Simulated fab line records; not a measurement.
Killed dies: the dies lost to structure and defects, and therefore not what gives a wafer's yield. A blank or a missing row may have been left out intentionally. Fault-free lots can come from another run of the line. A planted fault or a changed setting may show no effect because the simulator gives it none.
fab line records	flow gf180mcu
record lots=14	wafers=42	last-day=34
route steps=602 shown NWELL@53 HV_LDD@211 NSD@247 SAB@273
lots with no fault: from the same line, run without faults
start-h: hours from the record's opening day to when the first of the lot's shown wafers began	wait-h: how many hours have passed since the lot's step before this one	" unchanged from the row above	L1.1+2: a row that stands for several wafers	- either no value or no given start	* or withheld: withheld	< > ~ a bound
route shown NAME@n: NAME is a module with steps in the file, n the number in the route of the first one	usual: average and standard deviation across the fault-free wafers	same: alike in all rows	chamber/n: place in a boat	sites: the reading at each site	_std_site: the standard deviation of these	_edge_site: outer sites' mean less inner sites'	radius-mm: how far each site lies from the wafer's centre	mask NAME#n: copy n	behind: the last tool/chamber to shape the wafer	hold: cause of the lot's hold/its duration in hours/its outcome	device: the transistor (n, p or np) that didn't switch	end of line: at the end of the route, the tests of the same wafers	a step without rows: its recipe alone	killed: at the first sort, the dies lost to defects and structure; wafer yield is something else	map: per-die view of a wafer (x killed, . not killed, _ where there is no die)
set.NAME: the setting that was run; set.NAME@STEP: the one run at that earlier step	model.NAME: the simulator's own value behind a step, which no gauge read
one table for each step of the route and one row for each wafer, over a sample of lots
services: when a tool's chamber went out of use (start-h, in hours from the record's first day, below 0 if earlier), for how many hours, and the reason
## steps
# step GF_NWELL_TW_MEAS_11
# usual NWELL_TW=1556/15
lot.wafer	tool	chamber	start-h	wait-h	NWELL_TW
L226.1	film-metro-01	-	61.69	0.1	1572
L226.2	"	-	"	"	1569
L226.3	"	-	"	"	1566
L228.2	film-metro-01	-	72.18	0.1	1566
L228.5	"	-	"	"	1565
L228.6	"	-	"	"	1566
L230.3	film-metro-01	-	82.94	0.1	1566
L230.5	"	-	"	"	1568
L230.6	"	-	"	"	1564
L231.3	film-metro-01	-	87.59	0.1	1574
L231.4	"	-	"	"	1562
L231.6	"	-	"	"	1572
L233.3	film-metro-03	-	101.81	0.1	1542
L233.4	"	-	"	"	1539
L233.6	"	-	"	"	1543
L235.1	film-metro-03	-	109.57	0.1	1542
L235.3	"	-	"	"	1540
L235.4	"	-	"	"	1542
L238.2	film-metro-01	-	126.46	0.1	1566
L238.4	"	-	"	"	1560
L238.5	"	-	"	"	1568
L241.1	film-metro-01	-	142.49	0.1	1568
L241.3	"	-	"	"	1563
L241.4	"	-	"	"	1563
L242.1	film-metro-04	-	146.97	0.1	1564
L242.4	"	-	"	"	1569
L242.5	"	-	"	"	1575
L243.4	film-metro-03	-	153.52	0.1	1535
L243.5	"	-	"	"	1532
L243.6	"	-	"	"	1534
L244.2	film-metro-01	-	160.63	0.1	1568
L244.3	"	-	"	"	1561
L244.6	"	-	"	"	1565
L245.4	film-metro-03	-	164.25	0.1	1539
L245.5	"	-	"	"	1537
L245.6	"	-	"	"	1549
L246.1	film-metro-03	-	170.57	0.1	1535
L246.3	"	-	"	"	1535
L246.6	"	-	"	"	1528
L247.1	film-metro-03	-	175.15	0.1	1528
L247.3	"	-	"	"	1525
L247.4	"	-	"	"	1529
# step GF_HV_LDD_IMPLANT_35
# recipe species=P	energy-kev=60	dose-cm2=7.5e+12	tilt-deg=30	rotation-deg=180
lot.wafer	tool	chamber	start-h	wait-h
L226.1+2+3	implanter-01	0	269.72	0.1
L228.2+5+6	implanter-02	0	283.01	0.1
L230.3+5+6	implanter-04	0	296.38	0.1
L231.3+4+6	implanter-01	0	300.63	0.1
L233.3+4+6	implanter-01	0	320.78	0.1
L233.3+4+6	implanter-01	0	321.10	0.3
L235.1+3+4	implanter-04	0	329.98	0.1
L235.1+3+4	implanter-04	0	330.30	0.3
L238.2+4+5	implanter-01	0	356.60	0.1
L238.2+4+5	implanter-01	0	356.92	0.3
L241.1+3+4	implanter-01	0	376.58	0.1
L242.1+4+5	implanter-04	0	385.62	0.1
L243.4+5+6	implanter-02	0	392.45	0.1
L244.2+3+6	implanter-04	0	405.45	0.1
L245.4+5+6	implanter-02	0	409.89	0.1
L246.1+3+6	implanter-04	0	416.68	0.1
L247.1+3+4	implanter-02	0	424.53	0.1
# step GF_HV_LDD_TW_MEAS_38
# usual HV_LDD_3_TW=1420/13
lot.wafer	tool	chamber	start-h	wait-h	HV_LDD_3_TW
L226.1	film-metro-01	-	270.12	0.1	1426
L226.2	"	-	"	"	1426
L226.3	"	-	"	"	1422
L228.2	film-metro-04	-	283.39	0.1	1423
L228.5	"	-	"	"	1428
L228.6	"	-	"	"	1425
L230.3	film-metro-03	-	296.75	0.1	1409
L230.5	"	-	"	"	1405
L230.6	"	-	"	"	1408
L231.3	film-metro-03	-	301.01	0.1	1412
L231.4	"	-	"	"	1407
L231.6	"	-	"	"	1410
L233.3	film-metro-01	-	321.47	0.1	1536
L233.4	"	-	"	"	1535
L233.6	"	-	"	"	1540
L235.1	film-metro-01	-	330.70	0.1	1536
L235.3	"	-	"	"	1532
L235.4	"	-	"	"	1527
L238.2	film-metro-01	-	357.31	0.1	1533
L238.4	"	-	"	"	1537
L238.5	"	-	"	"	1537
L241.1	film-metro-03	-	376.98	0.1	1399
L241.3	"	-	"	"	1400
L241.4	"	-	"	"	1399
L242.1	film-metro-01	-	386.02	0.1	1432
L242.4	"	-	"	"	1427
L242.5	"	-	"	"	1425
L243.4	film-metro-01	-	392.81	0.1	1432
L243.5	"	-	"	"	1428
L243.6	"	-	"	"	1427
L244.2	film-metro-03	-	405.84	0.1	1398
L244.3	"	-	"	"	1392
L244.6	"	-	"	"	1408
L245.4	film-metro-01	-	410.25	0.1	1423
L245.5	"	-	"	"	1420
L245.6	"	-	"	"	1424
L246.1	film-metro-01	-	417.08	0.1	1422
L246.3	"	-	"	"	1421
L246.6	"	-	"	"	1427
L247.1	film-metro-03	-	425.01	0.1	1409
L247.3	"	-	"	"	1407
L247.4	"	-	"	"	1410
# step GF_HV_LDD_RS_MEAS_53
# recipe thk-meas-gauge=four-point-probe
# usual HV_LDD_RS=418.4/1.1
lot.wafer	tool	chamber	start-h	wait-h	HV_LDD_RS[ohm/sq]
L226.1	film-metro-01	-	290.15	0.1	418.8
L226.2	"	-	"	"	419.5
L226.3	"	-	"	"	420.3
L228.2	film-metro-04	-	303.33	0.1	420.1
L228.5	"	-	"	"	420.8
L228.6	"	-	"	"	420.6
L230.3	film-metro-01	-	318.06	0.1	418.8
L230.5	"	-	"	"	419.4
L230.6	"	-	"	"	418.2
L231.3	film-metro-04	-	322.15	0.1	420.2
L231.4	"	-	"	"	418.7
L231.6	"	-	"	"	418.7
L233.3	film-metro-04	-	342.29	0.1	400.2
L233.4	"	-	"	"	400.3
L233.6	"	-	"	"	400.3
L235.1	film-metro-03	-	352.60	0.1	398.6
L235.3	"	-	"	"	398.2
L235.4	"	-	"	"	398.4
L238.2	film-metro-01	-	379.78	0.1	399.4
L238.4	"	-	"	"	399.0
L238.5	"	-	"	"	400.3
L241.1	film-metro-03	-	400.41	0.1	418.2
L241.3	"	-	"	"	418.3
L241.4	"	-	"	"	418.1
L242.1	film-metro-04	-	409.56	0.1	416.6
L242.4	"	-	"	"	417.8
L242.5	"	-	"	"	417.8
L243.4	film-metro-03	-	416.26	0.1	418.7
L243.5	"	-	"	"	417.2
L243.6	"	-	"	"	418.5
L244.2	film-metro-03	-	429.97	0.1	417.4
L244.3	"	-	"	"	418.2
L244.6	"	-	"	"	418.1
L245.4	film-metro-04	-	434.20	0.1	418.2
L245.5	"	-	"	"	417.9
L245.6	"	-	"	"	418.0
L246.1	film-metro-01	-	441.57	0.1	418.9
L246.3	"	-	"	"	417.4
L246.6	"	-	"	"	416.6
L247.1	film-metro-01	-	449.25	0.1	418.4
L247.3	"	-	"	"	418.3
L247.4	"	-	"	"	417.4
# step GF_NSD_TW_MEAS_12
# usual NSD_TW=4237/30
lot.wafer	tool	chamber	start-h	wait-h	NSD_TW
L226.1	film-metro-02	-	313.39	0.1	4264
L226.2	"	-	"	"	4263
L226.3	"	-	"	"	4263
L228.2	film-metro-01	-	327.19	0.1	4216
L228.5	"	-	"	"	4227
L228.6	"	-	"	"	4254
L230.3	film-metro-02	-	341.98	0.1	4227
L230.5	"	-	"	"	4247
L230.6	"	-	"	"	4253
L231.3	film-metro-01	-	347.79	0.1	4266
L231.4	"	-	"	"	4240
L231.6	"	-	"	"	4226
L233.3	film-metro-01	-	368.10	0.1	4213
L233.4	"	-	"	"	4191
L233.6	"	-	"	"	4214
L235.1	film-metro-02	-	378.42	0.1	4235
L235.3	"	-	"	"	4263
L235.4	"	-	"	"	4262
L238.2	film-metro-04	-	405.68	0.1	4248
L238.4	"	-	"	"	4240
L238.5	"	-	"	"	4277
L241.1	film-metro-01	-	426.93	0.1	4214
L241.3	"	-	"	"	4205
L241.4	"	-	"	"	4207
L242.1	film-metro-02	-	437.36	0.1	4223
L242.4	"	-	"	"	4252
L242.5	"	-	"	"	4248
L243.4	film-metro-02	-	443.55	0.1	4260
L243.5	"	-	"	"	4227
L243.6	"	-	"	"	4254
L244.2	film-metro-04	-	457.19	0.1	4245
L244.3	"	-	"	"	4251
L244.6	"	-	"	"	4262
L245.4	film-metro-04	-	462.10	0.1	4237
L245.5	"	-	"	"	4248
L245.6	"	-	"	"	4269
L246.1	film-metro-02	-	469.08	0.1	4215
L246.3	"	-	"	"	4242
L246.6	"	-	"	"	4241
L247.1	film-metro-02	-	476.27	0.1	4227
L247.3	"	-	"	"	4243
L247.4	"	-	"	"	4240
# step GF_SAB_CD_MEAS_09
# recipe target-cd-nm=420
# usual cd-nm=419.8/2
lot.wafer	tool	chamber	start-h	wait-h	cd-nm
L226.1	cd-sem-01	-	357.12	0.1	419.8
L226.2	"	-	"	"	419.3
L226.3	"	-	"	"	417.2
L228.2	cd-sem-01	-	371.68	0.1	418.2
L228.5	"	-	"	"	419.9
L228.6	"	-	"	"	419.3
L230.3	cd-sem-01	-	387.10	0.1	418.0
L230.5	"	-	"	"	419.5
L230.6	"	-	"	"	417.5
L231.3	cd-sem-02	-	393.19	0.1	419.6
L231.4	"	-	"	"	418.0
L231.6	"	-	"	"	418.0
L233.3	cd-sem-01	-	414.41	0.1	417.5
L233.4	"	-	"	"	415.5
L233.6	"	-	"	"	416.2
L235.1	cd-sem-01	-	426.17	0.1	419.3
L235.3	"	-	"	"	420.6
L235.4	"	-	"	"	420.5
L238.2	cd-sem-01	-	454.33	0.1	417.5
L238.4	"	-	"	"	419.3
L238.5	"	-	"	"	418.1
L241.1	cd-sem-02	-	476.61	0.1	421.0
L241.3	"	-	"	"	421.0
L241.4	"	-	"	"	419.1
L242.1	cd-sem-02	-	486.00	0.1	418.1
L242.4	"	-	"	"	417.6
L242.5	"	-	"	"	420.7
L243.4	cd-sem-02	-	491.86	0.1	421.2
L243.5	"	-	"	"	419.5
L243.6	"	-	"	"	421.5
L244.2	cd-sem-02	-	505.37	0.1	423.3
L244.3	"	-	"	"	423.6
L244.6	"	-	"	"	421.1
L245.4	cd-sem-02	-	509.87	0.1	419.7
L245.5	"	-	"	"	418.0
L245.6	"	-	"	"	420.0
L246.1	cd-sem-02	-	516.81	0.1	417.4
L246.3	"	-	"	"	418.6
L246.6	"	-	"	"	417.9
L247.1	cd-sem-02	-	523.71	0.1	420.5
L247.3	"	-	"	"	418.4
L247.4	"	-	"	"	419.4
## services
tool	chamber	start-h	hours	kind
implanter-01	-	255.09	3.0	repair
implanter-02	-	361.21	3.4	pm
implanter-01	-	362.86	5.2	pm
## key
first-sign step=GF_HV_LDD_IMPLANT_35	reading=visit	direction=added
effect step=GF_HV_LDD_TW_MEAS_38	reading=HV_LDD_3_TW	direction=up	sigmas=8.7	usual=1420	struck=1535
effect step=GF_HV_LDD_RS_MEAS_53	reading=HV_LDD_RS	direction=down	sigmas=18	usual=418.4	struck=399.4
met-at GF_HV_LDD_IMPLANT_35
struck-lots L233,L235,L238
tester-left-out L233,L235,L238
not-acting-at GF_NWELL_TW_MEAS_11,GF_NSD_TW_MEAS_12,GF_SAB_CD_MEAS_09
fault kind=repeated-step-whole	tool=implanter-01,implanter-02,implanter-04	chamber=-	onset-h=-	steps=GF_HV_LDD_IMPLANT_35	times=1	scope=struck-lots-only
# tester-left-out: of these lots the tester's yield and bins aren't shown, on N5 and GAA mostly nor the transistor test; their killed dies are dies lost to structure and defects alone, not to doping, threshold or leakage, so they don't give the yield
